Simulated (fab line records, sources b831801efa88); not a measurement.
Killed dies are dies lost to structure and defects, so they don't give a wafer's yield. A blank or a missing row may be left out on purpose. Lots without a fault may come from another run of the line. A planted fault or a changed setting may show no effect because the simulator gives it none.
A struck lot beside a sound one | flow sky130 | 15 steps out of a route of 708
Sound: wafers L362.1, L362.2, L362.3. Struck: wafers L370.1, L370.2, L370.5. The cause comes at the end.
At each step with rows: each side's tool, then ch and its chambers, then its first start. Under that, the readings that differ: sound wafers | struck wafers | difference of the means | sigmas: that difference in standard deviations of wafers without a fault.
alike: readings whose means differ by less than 2 such deviations, and words and numbers that are the same on both sides. not compared: withheld readings, readings that some wafer has no value for, bounds like >300 that may hide the same value, and numbers for which the record gives no deviation and whose values overlap.
The two part at a step that has a row with sigmas, a row that says differs or no value, or rows on one side only. Numbers that don't overlap but have no deviation are shown without sigmas and don't part them. A reading that every wafer of one side lacks parts them only if that side has two wafers or more.

first, 6 steps without rows for these wafers: SKY_DNWELL_COAT_02 (resist thk 3000 nm); SKY_DNWELL_SOFTBAKE_03; SKY_DNWELL_EXPOSE_04 (exposes mask DNM, target cd 3000 nm); SKY_DNWELL_PEB_05; SKY_DNWELL_DEVELOP_06 (develop time 60 s); SKY_DNWELL_IMPLANT_07.
SKY_DNWELL_STRIP_08: strips in O2/N2.
  sound on plasma_asher-02 ch 0,1, day 5 04:17; struck on plasma_asher-02 ch 0,1, day 6 23:10
  alike: drypump_motor_current_A, oes_product_au, strip_time_to_endpoint_s
  not compared: rf_hours_counter_h
SKY_DNWELL_TW_MEAS_09:
  sound on film_metro-01, day 5 04:23; struck on film_metro-01, day 6 23:16
  alike: DNWELL_TW
then, 4 steps without rows for these wafers: SKY_PWDE_DEHYDRATE_00 (time 60 s); SKY_PWDE_HMDS_01 (prime time 60 s); SKY_PWDE_COAT_02 (resist thk 3000 nm); SKY_PWDE_SOFTBAKE_03.
SKY_PWDE_EXPOSE_04: exposes mask PWDEM, target cd 840 nm.
  sound on iline_stepper-01 ch 0, day 5 13:12; struck on iline_stepper-01 ch 0, day 7 09:38
  reading | sound                   | struck                           | difference | sigmas
  mask    | PWDEM#0 PWDEM#0 PWDEM#0 | PWDEM_R1#0 PWDEM_R1#0 PWDEM_R1#0 | differs    |
then, 1 step without rows for these wafers: SKY_PWDE_PEB_05.
-- the record jumps here: 42 days lie between the struck wafers' starts before and after (it left off in module PWDE and takes up again in module PAD_OPEN, whose first step shown is number 708 of the route) --
SKY_PAD_OPEN_PROBE_99:
  sound on prober-02, day 48 02:06; struck on prober-02, day 49 19:20
  reading                                   | sound                         | struck              | difference | sigmas
  killed_at_front_end                       | 10 11 14                      | 61 56 56            | +46        | +9
  killed_dies                               | 88 82 88                      | 123 133 137         | +45        | +5
  killed_on_rim                             | 16 14 22                      | 36 47 37            | +23        | +6
  model.etest.res_p_drift_20v.line_ohm_um   | 1.183e+04 1.184e+04 1.195e+04 | 9798 1.026e+04 9604 | -1986      |
  model.etest.res_p_drift_20v.width_nm (nm) | 838.2 841 838.1               | 957.7 950.8 954.4   | +115.2     |
  alike: killed_at_M0_to_M3, killed_at_M4_up, killed_at_contacts, killed_at_other, killed_open, killed_short

WHERE THEY PART
First at SKY_PWDE_EXPOSE_04; last, within this record, at SKY_PAD_OPEN_PROBE_99.

WHY: what the simulator had put in
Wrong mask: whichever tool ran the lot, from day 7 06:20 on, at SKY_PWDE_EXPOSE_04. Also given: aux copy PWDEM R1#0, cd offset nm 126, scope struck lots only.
